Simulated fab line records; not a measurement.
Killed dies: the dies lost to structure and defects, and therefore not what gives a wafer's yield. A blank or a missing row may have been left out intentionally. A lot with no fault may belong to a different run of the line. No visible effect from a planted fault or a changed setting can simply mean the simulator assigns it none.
Which of the tools did it? / flow gf180mcu / 6 lots, 18 wafers sampled, at 2 steps of a route of 602

WHAT THE GAUGES READ, wafer by wafer
GF_STI_THK_MEAS_04.
lot=L827; measured=day 1 19:04; on=film_metro-02; STI_CVD_03_THK (nm)=232.6 231.0 233.5
lot=L830; measured=day 2 11:12; on=film_metro-02; STI_CVD_03_THK (nm)=230.6 231.6 231.3
lot=L832; measured=day 2 19:34; on=film_metro-04; STI_CVD_03_THK (nm)=234.8 234.5 235.0
lot=L834; measured=day 3 05:35; on=film_metro-04; STI_CVD_03_THK (nm)=231.9 230.0 231.8
lot=L838; measured=day 4 01:34; on=film_metro-04; STI_CVD_03_THK (nm)=228.0 226.9 227.9
lot=L845; measured=day 5 12:37; on=film_metro-04; STI_CVD_03_THK (nm)=225.6 227.0 227.9

TOOL THAT RAN EACH LOT (tool first, then ch and the chambers of the sampled wafers, then the start)
lot=L827; GF_STI_CVD_03=lpcvd-02 ch 0, day 1 17:04
lot=L830; GF_STI_CVD_03=lpcvd-01 ch 0, day 2 09:13
lot=L832; GF_STI_CVD_03=lpcvd-02 ch 0, day 2 17:34
lot=L834; GF_STI_CVD_03=lpcvd-01 ch 0, day 3 03:34
lot=L838; GF_STI_CVD_03=lpcvd-01 ch 0, day 3 23:34
lot=L845; GF_STI_CVD_03=lpcvd-01 ch 0, day 5 10:37
- GF_STI_CVD_03: deposits Si3N4 from DCS/NH3, target thk 207.16 nm, time 3551 s.

THE ANSWER, worked out from the rows above alone
Rule: what is usual is taken from the lots themselves. The widest of any qualifying gaps counts: lots, ordered by their means at a reading, are off when they make up no more than a third of the lots, leave a main group of 4 or more, and stand apart from it by 3 or more times the standard deviation of that group's means. Not used: any main group whose means are identical at the precision the tables above print for the reading. A lot without any number at a reading at which 4 lots or more have one is off too. All remaining lots with rows at the step are treated as sound.
Across all readings shown, no lot is off: no conclusion can be drawn from this.

WHAT THE SIMULATOR HAD INSERTED
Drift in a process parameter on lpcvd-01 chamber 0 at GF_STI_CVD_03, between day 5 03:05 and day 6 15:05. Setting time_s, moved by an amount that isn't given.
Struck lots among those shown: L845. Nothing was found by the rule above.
